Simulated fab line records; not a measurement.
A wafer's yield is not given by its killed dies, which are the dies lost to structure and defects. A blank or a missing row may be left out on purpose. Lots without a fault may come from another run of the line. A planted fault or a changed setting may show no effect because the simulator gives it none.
Which tool is to blame?	flow gf180mcu	7 lots, 21 wafers sampled, at 2 steps of a route of 602

== WHAT THE GAUGES READ, wafer by wafer ==
GF_V4_OVL_MEAS_15.
lot	measured	on	V4_OVL (nm)
L961	day 25 10:01	overlay-02	-3 -9 0
L965	day 27 03:04	overlay-02	2 5 6
L967	day 27 11:10	overlay-02	2 2 3
L969	day 28 03:02	overlay-02	5 4 -5
L972	day 28 20:29	overlay-01	1 4 -2
L979	day 31 02:04	overlay-02	-4 -2 0
L981	day 31 08:54	overlay-01	-1 -5 4

== WHICH TOOL RAN EACH LOT (tool, then ch and the chambers of the sampled wafers, then the start) ==
lot	GF_M4_SPUTTER_01
L961	pvd_sputter-01, day 23 12:26
L965	pvd_sputter-03, day 25 08:20
L967	pvd_sputter-01, day 25 16:05
L969	pvd_sputter-03, day 26 08:48
L972	pvd_sputter-03, day 27 03:11
L979	pvd_sputter-04, day 29 12:49
L981	pvd_sputter-04, day 29 19:48
- GF_M4_SPUTTER_01: material TiN, target thk 30 nm, time 25 s.

== THE ANSWER, worked out from the rows above alone ==
Rule: the usual values come from the lots themselves. Put in order of their means at a reading, lots are off if they are a third of the lots or fewer, leave a main group of 4 or more, and stand apart from it by a gap of 3 or more times the standard deviation of the main group's means; of several such gaps the widest counts. Not used: any main group whose means are identical at the precision the tables above print for the reading. Also off: a lot with no number at a reading for which 4 or more lots have one. Any other lot the step has rows for is counted as sound.
No lot is off at any reading shown: from this, nothing can be told.

== WHAT THE SIMULATOR HAD INSERTED ==
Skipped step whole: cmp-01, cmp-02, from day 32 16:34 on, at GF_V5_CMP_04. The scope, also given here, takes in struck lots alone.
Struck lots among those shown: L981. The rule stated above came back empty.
